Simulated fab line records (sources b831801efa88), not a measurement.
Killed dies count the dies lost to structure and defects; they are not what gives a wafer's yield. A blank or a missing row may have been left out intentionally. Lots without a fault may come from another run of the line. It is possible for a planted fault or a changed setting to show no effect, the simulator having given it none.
fab line records	flow sky130
record lots=6	wafers=18	last_day=51
route steps=708 shown RES_XHIGH@339 SD_N@342 SD_P@359 PAD_OPEN@708
lots with no fault: from the same line, run without faults
start_h: start of the lot's first displayed wafer, in hours after the record's first day	wait_h: time in hours since the lot's previous step	" identical to the entry in the row above	L1.1+2: a single row standing in for several wafers	- no value, or no start given	* or withheld: withheld	< > ~ a bound
route shown NAME@n: a module of which the file shows steps, and the number in the route of the first	usual: mean and standard deviation over wafers with no fault	same: alike in all rows	chamber/n: place in a boat	sites: each site's reading	_std_site: the standard deviation of these	_edge_site: mean of outer sites minus mean of inner sites	radius_mm: for every site, how far away it sits from the centre of the wafer	mask NAME#n: copy n	behind: the most recent tool/chamber to have shaped the wafer	hold: why the lot went on hold/how many hours it stayed there/how the hold came to an end	device: transistor that didn't switch, given as n, p or np	end of line: the tests these same wafers got at the end of their route	for a step that has no rows: nothing shown but its recipe	killed: not the wafer's yield, but the dies lost to structure and defects at the first sort	map: shows each die of a wafer: x if killed, . if not, _ if none is there
set.NAME: setting as actually run; set.NAME@STEP: the setting as run at that earlier step	model.NAME: the simulator's own value behind a step, which no gauge read
lots at selected steps of the route; one table per step, one row per wafer
services: a tool's chamber out of use, with start hour (start_h, from the record's first day; less than 0 if before it), hours out, and reason
## steps
# step SKY_RES_XHIGH_IMPLANT_07
# recipe species=BF2	energy_kev=20	dose_cm2=3.575e+14	tilt_deg=0
# step SKY_RES_XHIGH_STRIP_08
# recipe chemistry=O2/N2	power_w=1400	pressure_mtorr=1500	platen_temp_c=withheld	o2_flow_sccm=3000	n2_flow_sccm=300	overash_fraction=0.5
# usual drypump_motor_current_A=5.6/0.37	oes_product_au=0.712/0.0046	strip_time_to_endpoint_s=14.27/0.038
lot.wafer	tool	chamber	start_h	wait_h	drypump_motor_current_A	oes_product_au	rf_hours_counter_h	strip_time_to_endpoint_s
L603.2	plasma_asher-04	0	650.05	0.1	5.6	0.701	93	14.26
L603.3	"	0	"	"	5.6	0.705	-	14.24
L603.5	"	0	"	"	5.6	0.711	-	14.25
L604.3	plasma_asher-03	0	663.83	0.1	5.3	0.709	-	14.33
L604.4	"	1	"	"	5.2	0.710	-	14.35
L604.5	"	1	"	"	5.2	0.714	-	14.32
L618.3	plasma_asher-03	1	775.80	0.1	5.2	0.714	-	14.23
L618.4	"	0	"	"	5.3	0.716	-	14.22
L618.6	"	1	"	"	5.2	0.717	-	14.21
L619.1	plasma_asher-04	0	779.02	0.1	5.6	0.702	3	14.24
L619.2	"	1	"	"	6.3	0.708	3	14.28
L619.6	"	1	"	"	6.3	0.707	-	14.22
L620.2	plasma_asher-03	0	784.07	0.1	5.3	0.710	63	14.27
L620.4	"	0	"	"	5.3	0.706	-	14.30
L620.5	"	1	"	"	5.2	0.711	-	14.27
L624.1	plasma_asher-02	0	808.25	0.1	5.7	0.716	102	14.26
L624.4	"	1	"	"	6.1	0.710	-	14.31
L624.5	"	0	"	"	5.6	0.718	-	14.30
# step SKY_RES_XHIGH_TW_MEAS_09
# usual RES_XHIGH_TW=1635/16
lot.wafer	tool	chamber	start_h	wait_h	RES_XHIGH_TW
L603.2	film_metro-03	-	650.16	0.1	1636
L603.3	"	-	"	"	1631
L603.5	"	-	"	"	1628
L604.3	film_metro-03	-	663.92	0.1	1641
L604.4	"	-	"	"	1640
L604.5	"	-	"	"	1646
L618.3	film_metro-04	-	775.89	0.1	1641
L618.4	"	-	"	"	1641
L618.6	"	-	"	"	1648
L619.1	film_metro-01	-	779.12	0.1	1609
L619.2	"	-	"	"	1616
L619.6	"	-	"	"	1614
L620.2	film_metro-04	-	784.18	0.1	1651
L620.4	"	-	"	"	1651
L620.5	"	-	"	"	1649
L624.1	film_metro-03	-	808.35	0.1	1629
L624.4	"	-	"	"	1641
L624.5	"	-	"	"	1638
# step SKY_SD_N_DEHYDRATE_00
# recipe temp_c=200	time_s=60
# step SKY_SD_N_HMDS_01
# recipe prime_time_s=60	prime_temp_c=120
# step SKY_SD_N_COAT_02
# recipe resist=NOVOLAK	spin_rpm=3000	resist_thk_nm=1140
# step SKY_SD_N_SOFTBAKE_03
# recipe temp_c=90	time_s=60	resist=NOVOLAK
# step SKY_SD_N_EXPOSE_04
# recipe mask_id=NSDM	na=0.6	source_shape=conventional	sigma_outer=0.6	polarization=unpolarized	target_cd_nm=380	dose_mj=141
# step SKY_SD_N_PEB_05
# recipe temp_c=withheld	time_s=*	resist=NOVOLAK
# step SKY_SD_N_DEVELOP_06
# recipe resist=NOVOLAK	developer=TMAH	develop_time_s=60	dev_temp_c=23
# step SKY_SD_N_CD_MEAS_07
# recipe target_cd_nm=380
# usual cd_nm=379.1/2.6
lot.wafer	tool	chamber	start_h	wait_h	cd_nm
L603.2	cd_sem-01	-	678.92	0.1	377.7
L603.3	"	-	"	"	379.5
L603.5	"	-	"	"	379.8
L604.3	cd_sem-02	-	691.75	0.1	383.7
L604.4	"	-	"	"	383.1
L604.5	"	-	"	"	383.1
L618.3	cd_sem-02	-	802.91	0.1	376.6
L618.4	"	-	"	"	377.7
L618.6	"	-	"	"	377.3
L619.1	cd_sem-02	-	805.22	0.1	377.9
L619.2	"	-	"	"	376.7
L619.6	"	-	"	"	379.8
L620.2	cd_sem-01	-	811.39	0.1	382.3
L620.4	"	-	"	"	384.9
L620.5	"	-	"	"	383.1
L624.1	cd_sem-02	-	835.57	0.1	378.2
L624.4	"	-	"	"	376.9
L624.5	"	-	"	"	376.5
# step SKY_SD_N_OVL_MEAS_08
# usual SD_N_OVL=0.9/1.3
lot.wafer	tool	chamber	start_h	wait_h	SD_N_OVL[nm]
L603.2	overlay-01	-	679.02	0.1	1.3
L603.3	"	-	"	"	-0.4
L603.5	"	-	"	"	1.7
L604.3	overlay-02	-	691.85	0.1	-1.7
L604.4	"	-	"	"	-0.9
L604.5	"	-	"	"	0.1
L618.3	overlay-01	-	803.00	0.1	0.3
L618.4	"	-	"	"	0.4
L618.6	"	-	"	"	-0.5
L619.1	overlay-01	-	805.34	0.1	0.5
L619.2	"	-	"	"	-0.4
L619.6	"	-	"	"	0.4
L620.2	overlay-02	-	811.49	0.1	2.0
L620.4	"	-	"	"	-0.2
L620.5	"	-	"	"	1.4
L624.1	overlay-02	-	835.69	0.1	-0.2
L624.4	"	-	"	"	0.3
L624.5	"	-	"	"	0.4
# step SKY_SD_N_IMPLANT_09
# recipe species=As	energy_kev=50	dose_cm2=4e+15	tilt_deg=0
# usual beam_on_s=19.1/0.89	dose_ions_cm2=4.002e+15/4.5e+12
lot.wafer	tool	chamber	start_h	wait_h	beam_on_s	dose_ions_cm2
L603.2	implanter-03	0	679.08	0.0	17.8	3.998e+15
L603.3	"	0	"	"	18.9	4.002e+15
L603.5	"	0	"	"	18.1	4.002e+15
L604.3	implanter-02	0	691.92	0.1	20.1	4.004e+15
L604.4	"	0	"	"	19.6	4.001e+15
L604.5	"	0	"	"	20.2	4.007e+15
L618.3	implanter-01	0	803.07	0.1	17.8	4.001e+15
L618.4	"	0	"	"	18.7	3.997e+15
L618.6	"	0	"	"	18.9	3.993e+15
L619.1	implanter-02	0	805.37	0.0	12.7	2.503e+15
L619.2	"	0	"	"	12.7	2.505e+15
L619.6	"	0	"	"	12.2	2.507e+15
L620.2	implanter-02	0	811.55	0.0	12.2	2.5e+15
L620.4	"	0	"	"	12.7	2.511e+15
L620.5	"	0	"	"	12.0	2.508e+15
L624.1	implanter-03	0	835.72	0.0	18.3	4.001e+15
L624.4	"	0	"	"	18.5	4.008e+15
L624.5	"	0	"	"	18.5	3.999e+15
# step SKY_SD_N_IMPLANT_10
# recipe species=P	energy_kev=20	dose_cm2=1e+14	tilt_deg=0
# step SKY_SD_N_STRIP_11
# recipe chemistry=O2/N2	power_w=1400	pressure_mtorr=1500	platen_temp_c=withheld	o2_flow_sccm=3000	n2_flow_sccm=300	overash_fraction=0.5
# usual drypump_motor_current_A=5.47/0.3	oes_product_au=0.528/0.0047	strip_time_to_endpoint_s=22.56/0.042
lot.wafer	tool	chamber	start_h	wait_h	drypump_motor_current_A	oes_product_au	rf_hours_counter_h	strip_time_to_endpoint_s
L603.2	plasma_asher-03	1	679.35	0.1	5.24	0.517	52	22.63
L603.3	"	1	"	"	5.23	0.527	-	22.60
L603.5	"	0	"	"	5.32	0.533	-	22.67
L604.3	plasma_asher-01	0	692.20	0.1	5.21	0.523	-	22.53
L604.4	"	1	"	"	5.77	0.529	-	22.55
L604.5	"	1	"	"	5.77	0.521	-	22.51
L618.3	plasma_asher-03	1	803.35	0.1	5.22	0.520	-	22.60
L618.4	"	0	"	"	5.35	0.533	-	22.60
L618.6	"	0	"	"	5.34	0.523	-	22.63
L619.1	plasma_asher-02	0	805.67	0.1	5.64	0.559	102	20.93
L619.2	"	1	"	"	6.07	0.550	102	20.88
L619.6	"	0	"	"	5.63	0.552	-	20.88
L620.2	plasma_asher-01	1	811.82	0.1	5.74	0.553	37	20.92
L620.4	"	0	"	"	5.18	0.548	-	20.93
L620.5	"	1	"	"	5.73	0.556	-	20.87
L624.1	plasma_asher-01	0	836.02	0.1	5.24	0.529	39	22.64
L624.4	"	0	"	"	5.21	0.530	-	22.65
L624.5	"	1	"	"	5.72	0.527	-	22.62
# step SKY_SD_N_TW_MEAS_12
# usual SD_N_TW=3976/42
lot.wafer	tool	chamber	start_h	wait_h	SD_N_TW
L603.2	film_metro-01	-	679.46	0.1	3950
L603.3	"	-	"	"	3951
L603.5	"	-	"	"	3929
L604.3	film_metro-04	-	692.29	0.1	4010
L604.4	"	-	"	"	4007
L604.5	"	-	"	"	4022
L618.3	film_metro-01	-	803.44	0.1	3921
L618.4	"	-	"	"	3946
L618.6	"	-	"	"	3922
L619.1	film_metro-03	-	805.77	0.1	3900
L619.2	"	-	"	"	3908
L619.6	"	-	"	"	3916
L620.2	film_metro-04	-	811.93	0.1	3973
L620.4	"	-	"	"	3956
L620.5	"	-	"	"	3959
L624.1	film_metro-04	-	836.12	0.1	4008
L624.4	"	-	"	"	3991
L624.5	"	-	"	"	4016
# step SKY_SD_N_CLEAN_13
# recipe chemistry=SC1/SC2	mix=1:4:20	temp_c=70	time_s=150	dry=n2_spin
# step SKY_SD_N_RTA_14
# recipe temp_c=1075	time_s=2	idle_temp_c=650	ramp_up_c_per_s=150	ramp_down_c_per_s=90	ambient=N2
# usual lamp_power_pct=15.74/0.058	wafer_temp_C_max=1078.1/1.3
# same time_s=2
lot.wafer	tool	chamber	start_h	wait_h	lamp_power_pct	wafer_temp_C_max
L603.2	rtp_anneal-01	0	679.58	0.0	15.76	1078.5
L603.3	"	0	"	"	15.76	1077.9
L603.5	"	0	"	"	15.66	1079.2
L604.3	rtp_anneal-02	0	692.40	0.0	15.65	1077.5
L604.4	"	0	"	"	15.83	1080.6
L604.5	"	0	"	"	15.77	1077.6
L618.3	rtp_anneal-02	0	803.55	0.0	15.69	1081.4
L618.4	"	0	"	"	15.74	1076.1
L618.6	"	0	"	"	15.71	1077.9
L619.1	rtp_anneal-01	0	805.88	0.0	15.75	1078.9
L619.2	"	0	"	"	15.65	1077.0
L619.6	"	0	"	"	15.80	1078.1
L620.2	rtp_anneal-02	0	812.04	0.0	15.72	1076.9
L620.4	"	0	"	"	15.79	1077.9
L620.5	"	0	"	"	15.69	1079.0
L624.1	rtp_anneal-02	0	836.23	0.0	15.71	1075.9
L624.4	"	0	"	"	15.79	1076.6
L624.5	"	0	"	"	15.90	1079.1
# step SKY_SD_N_RS_MEAS_16
# recipe thk_meas_gauge=four-point-probe
# usual SD_N_RS=68.63/0.12
lot.wafer	tool	chamber	start_h	wait_h	SD_N_RS[ohm/sq]
L603.2	film_metro-03	-	679.76	0.1	68.66
L603.3	"	-	"	"	68.61
L603.5	"	-	"	"	68.51
L604.3	film_metro-01	-	692.59	0.1	68.75
L604.4	"	-	"	"	68.39
L604.5	"	-	"	"	68.32
L618.3	film_metro-04	-	803.75	0.1	68.62
L618.4	"	-	"	"	68.53
L618.6	"	-	"	"	68.61
L619.1	film_metro-04	-	806.05	0.1	73.80
L619.2	"	-	"	"	73.75
L619.6	"	-	"	"	73.75
L620.2	film_metro-01	-	812.23	0.1	73.75
L620.4	"	-	"	"	73.72
L620.5	"	-	"	"	74.03
L624.1	film_metro-03	-	836.41	0.1	68.50
L624.4	"	-	"	"	68.52
L624.5	"	-	"	"	68.71
# step SKY_SD_N_RS_MEAS_17
# recipe thk_meas_gauge=four-point-probe
# usual SD_P_RS=147.2/0.37
lot.wafer	tool	chamber	start_h	wait_h	SD_P_RS[ohm/sq]
L603.2	film_metro-03	-	679.88	0.1	147.0
L603.3	"	-	"	"	147.2
L603.5	"	-	"	"	147.5
L604.3	film_metro-01	-	692.71	0.1	146.7
L604.4	"	-	"	"	146.8
L604.5	"	-	"	"	146.3
L618.3	film_metro-04	-	803.87	0.1	147.7
L618.4	"	-	"	"	147.6
L618.6	"	-	"	"	147.8
L619.1	film_metro-04	-	806.17	0.1	146.8
L619.2	"	-	"	"	146.7
L619.6	"	-	"	"	146.8
L620.2	film_metro-01	-	812.35	0.1	147.3
L620.4	"	-	"	"	146.8
L620.5	"	-	"	"	147.5
L624.1	film_metro-03	-	836.53	0.1	147.2
L624.4	"	-	"	"	147.1
L624.5	"	-	"	"	147.1
# step SKY_PAD_OPEN_PROBE_99
# usual killed_at_M0_to_M3=43/7.3	killed_at_M4_up=3.4/2.1	killed_at_contacts=24/5.9	killed_at_front_end=14/4	killed_at_other=0.3/0.54	killed_dies=85/10	killed_open=46/7.7	killed_short=38/6
# same gross_dies=492	killed_at_back_side=0
lot.wafer	tool	chamber	start_h	wait_h	killed_at_M0_to_M3	killed_at_M4_up	killed_at_contacts	killed_at_front_end	killed_at_other	killed_dies	killed_open	killed_short	model.etest.res_ndiff.line_ohm_um	model.etest.nfet_g5v0d10v5.r_on_ohm_um	model.etest.sonos_uncharged.r_on_ohm_um	model.etest.licon_ndiff.rc_ohm	model.etest.res_ndiff_hv.rs_ohm_sq	model.etest.res_ndiff.rs_ohm_sq
L603.2	prober-01	-	1106.34	0.1	35	2	20	14	0	71	35	36	768.4	1862	846	184.2	112	118.3
L603.3	prober-01	-	1106.39	0.2	47	8	28	7	0	90	49	41	766.9	1848	829.9	182.7	112.7	118.4
L603.5	prober-01	-	1106.49	0.2	49	3	24	10	0	86	46	40	756.3	1874	828.5	193.2	112.9	117.8
L604.3	prober-01	-	1119.84	0.2	45	4	30	27	0	106	56	50	774.2	1905	824.4	184.3	113.3	119.6
L604.4	prober-01	-	1119.89	0.2	41	5	30	17	1	94	48	46	768.5	1843	811	187.5	113.5	120
L604.5	prober-01	-	1119.94	0.2	51	5	29	13	0	98	55	43	755.7	1868	803.6	180.8	113.9	119.4
L618.3	prober-01	-	1196.75	0.2	55	4	29	12	1	101	50	50	755.5	1873	812.8	178.8	114.8	121.1
L618.4	prober-01	-	1196.80	0.2	35	2	25	12	0	74	46	28	750.2	1897	812.1	178.3	114.4	120.8
L618.6	prober-01	-	1196.90	0.2	43	5	24	19	1	92	49	43	749	1884	802.5	176	114.6	120.2
L619.1	prober-02	-	1197.93	0.1	47	1	25	19	1	93	56	37	871	1922	850.7	199.8	129.3	134.8
L619.2	prober-02	-	1197.98	0.1	48	5	25	16	0	94	50	44	864.8	1935	863.2	198.4	127.7	133.9
L619.6	prober-02	-	1198.18	0.2	42	3	34	9	0	88	47	41	861.2	1960	860.2	193.9	127.8	134.1
L620.2	prober-01	-	1200.64	0.1	44	1	31	11	0	87	49	38	841.6	1929	883.4	219.2	124	129.3
L620.4	prober-01	-	1200.74	0.2	33	5	25	17	1	81	42	39	829.5	1900	863.1	216.9	124.2	129.7
L620.5	prober-01	-	1200.79	0.2	55	5	16	11	0	87	40	47	827	1923	862.2	220.9	123.7	130.3
L624.1	prober-02	-	1214.84	0.1	53	3	14	9	0	79	46	32	770.4	1919	822.6	181.9	115.1	120.1
L624.4	prober-02	-	1214.99	0.2	42	5	16	17	0	80	38	41	776	1886	824	178.8	114.7	119.8
L624.5	prober-02	-	1215.04	0.2	36	5	27	20	0	88	45	39	778.5	1905	825.6	172.2	114.1	120.1
# killed by level:class
L603.2 VIA1:geometric_particle:open=11 CONTACT:geometric_particle:open=7 METAL1:geometric_particle:short=7 FIELD_ISO:geometric_particle:short=6 CONTACT:geometric_particle:short=5 VIA1:geometric_particle:short=4 LI_CONTACT:geometric_particle:open=4 VIA3:geometric_particle:open=4
L603.3 VIA1:geometric_particle:open=13 CONTACT:geometric_particle:open=12 METAL1:geometric_particle:short=9 LI_CONTACT:geometric_particle:open=8 FIELD_ISO:geometric_particle:short=4 VIA1:geometric_particle:short=4 METAL2:geometric_particle:short=4 VIA3:geometric_particle:open=4
L603.5 CONTACT:geometric_particle:open=11 VIA1:geometric_particle:open=10 METAL3:geometric_particle:short=8 VIA1:geometric_particle:short=6 VIA2:geometric_particle:open=6 VIA3:geometric_particle:open=6 CONTACT:geometric_particle:short=5 METAL2:geometric_particle:short=5
L604.3 CONTACT:geometric_particle:open=13 POLY_GATE:geometric_particle:open=8 VIA3:geometric_particle:open=8 LOCAL_INTERCONNECT:geometric_particle:short=7 METAL1:geometric_particle:short=6 VIA1:geometric_particle:open=6 VIA2:geometric_particle:open=6 METAL3:geometric_particle:short=5
L604.4 CONTACT:geometric_particle:open=13 VIA1:geometric_particle:open=9 LI_CONTACT:geometric_particle:open=7 CONTACT:geometric_particle:short=7 VIA3:geometric_particle:open=7 METAL1:geometric_particle:short=5 FIELD_ISO:geometric_particle:short=4 VIA1:geometric_particle:short=4
L604.5 VIA1:geometric_particle:open=13 CONTACT:geometric_particle:open=11 LI_CONTACT:geometric_particle:open=8 VIA2:geometric_particle:open=8 METAL1:geometric_particle:short=7 VIA3:geometric_particle:open=6 VIA1:geometric_particle:short=5 METAL2:geometric_particle:short=5
L618.3 LI_CONTACT:geometric_particle:open=10 CONTACT:geometric_particle:open=9 VIA2:geometric_particle:open=9 METAL2:geometric_particle:short=8 CONTACT:geometric_particle:short=7 VIA3:geometric_particle:short=6 METAL1:geometric_particle:short=5 VIA1:geometric_particle:open=5
L618.4 CONTACT:geometric_particle:open=14 VIA1:geometric_particle:open=8 VIA2:geometric_particle:open=6 POLY_GATE:geometric_particle:open=4 CONTACT:geometric_particle:short=4 METAL2:geometric_particle:short=4 VIA3:geometric_particle:open=4 POLY_GATE:geometric_particle:short=3
L618.6 LI_CONTACT:geometric_particle:open=11 VIA1:geometric_particle:open=7 VIA1:geometric_particle:short=6 VIA2:geometric_particle:short=6 POLY_GATE:geometric_particle:short=5 CONTACT:geometric_particle:open=5 METAL1:geometric_particle:short=5 VIA3:geometric_particle:open=5
L619.1 VIA1:geometric_particle:open=13 CONTACT:geometric_particle:open=10 VIA3:geometric_particle:open=9 LI_CONTACT:geometric_particle:open=7 FIELD_ISO:geometric_particle:open=6 METAL2:geometric_particle:short=5 VIA1:geometric_particle:short=4 CONTACT:geometric_particle:short=4
L619.2 CONTACT:geometric_particle:open=12 VIA1:geometric_particle:open=11 LI_CONTACT:geometric_particle:open=7 VIA3:geometric_particle:short=7 VIA3:geometric_particle:open=7 VIA1:geometric_particle:short=6 METAL4:geometric_particle:short=5 METAL1:geometric_particle:short=4
L619.6 LI_CONTACT:geometric_particle:open=13 VIA1:geometric_particle:open=10 CONTACT:geometric_particle:open=9 CONTACT:geometric_particle:short=7 METAL2:geometric_particle:short=6 VIA2:geometric_particle:open=6 FIELD_ISO:geometric_particle:short=4 VIA2:geometric_particle:short=4
L620.2 CONTACT:geometric_particle:open=15 VIA1:geometric_particle:open=10 LI_CONTACT:geometric_particle:open=8 METAL2:geometric_particle:short=6 LOCAL_INTERCONNECT:geometric_particle:short=5 VIA2:geometric_particle:open=5 POLY_GATE:geometric_particle:open=4 METAL1:geometric_particle:short=4
L620.4 CONTACT:geometric_particle:open=11 VIA2:geometric_particle:open=8 VIA1:geometric_particle:open=7 FIELD_ISO:geometric_particle:short=5 FIELD_ISO:geometric_particle:open=5 METAL4:geometric_particle:short=5 LI_CONTACT:geometric_particle:open=5 POLY_GATE:geometric_particle:short=4
L620.5 VIA1:geometric_particle:short=12 VIA1:geometric_particle:open=9 VIA2:geometric_particle:short=8 LI_CONTACT:geometric_particle:open=7 VIA2:geometric_particle:open=7 VIA3:geometric_particle:open=5 METAL1:geometric_particle:short=5 FIELD_ISO:geometric_particle:short=4
L624.1 VIA1:geometric_particle:open=14 VIA2:geometric_particle:open=9 VIA3:geometric_particle:open=7 METAL1:geometric_particle:short=6 VIA2:geometric_particle:short=5 LI_CONTACT:geometric_particle:open=3 CONTACT:geometric_particle:open=3 METAL1:geometric_particle:open=3
L624.4 VIA1:geometric_particle:open=9 VIA1:geometric_particle:short=7 VIA2:geometric_particle:open=6 METAL3:geometric_particle:short=5 LI_CONTACT:geometric_particle:open=5 CONTACT:geometric_particle:open=5 METAL1:geometric_particle:short=5 METAL2:geometric_particle:short=5
L624.5 LI_CONTACT:geometric_particle:open=8 CONTACT:geometric_particle:open=7 VIA2:geometric_particle:open=7 FIELD_ISO:geometric_particle:open=6 CONTACT:geometric_particle:short=6 VIA1:geometric_particle:open=6 LOCAL_INTERCONNECT:geometric_particle:short=5 METAL2:geometric_particle:short=5
## services
tool	chamber	start_h	hours	kind
implanter-03	-	644.38	15.8	repair
implanter-03	-	690.41	1.9	repair
implanter-03	-	694.83	4.3	pm
implanter-02	-	696.37	2.9	repair
plasma_asher-01	-	696.50	1.5	repair
implanter-03	-	704.50	1.1	repair
implanter-03	-	716.91	3.2	pm
plasma_asher-04	-	733.75	9.0	pm
plasma_asher-04	0	733.75	9.0	vent_cycle
plasma_asher-04	1	733.75	9.0	vent_cycle
plasma_asher-04	0	742.75	-	clean
plasma_asher-04	1	742.75	-	clean
plasma_asher-01	-	753.08	14.6	pm
plasma_asher-04	-	762.01	3.9	repair
plasma_asher-03	-	765.50	1.9	repair
implanter-01	-	765.77	5.2	pm
plasma_asher-03	-	789.00	0.8	repair
implanter-01	-	797.72	2.3	repair
implanter-02	-	817.89	3.2	pm
## key
first_sign step=SKY_SD_N_IMPLANT_09	reading=dose_ions_cm2	direction=down	sigmas=99+	usual=*	struck=*
effect step=SKY_SD_N_IMPLANT_09	reading=beam_on_s	direction=down	sigmas=7.5	usual=19.1	struck=12.4
effect step=SKY_SD_N_STRIP_11	reading=strip_time_to_endpoint_s	direction=down	sigmas=39	usual=*	struck=*
effect step=SKY_SD_N_RS_MEAS_16	reading=SD_N_RS	direction=up	sigmas=42	usual=68.63	struck=73.80
model_effect step=SKY_PAD_OPEN_PROBE_99	value=etest.res_ndiff.line_ohm_um	without=764.6	struck=849.2
met_at SKY_SD_N_IMPLANT_09
struck_wafers L619.1,L619.2,L619.6,L620.2,L620.4,L620.5
tester_left_out L619,L620
onset_between 691.92 805.37
fault kind=process_parameter_drift	tool=implanter-02	chamber=-	onset_h=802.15	steps=SKY_SD_N_IMPLANT_09	channel=dose_cm2	offset=*	shape=step	end_h=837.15	acts_in=*	stated=*
# tester_left_out: of these lots the tester's yield and bins aren't shown, on N5 and GAA mostly nor the transistor test; their killed dies are dies lost to structure and defects alone, not to doping, threshold or leakage, so they don't give the yield
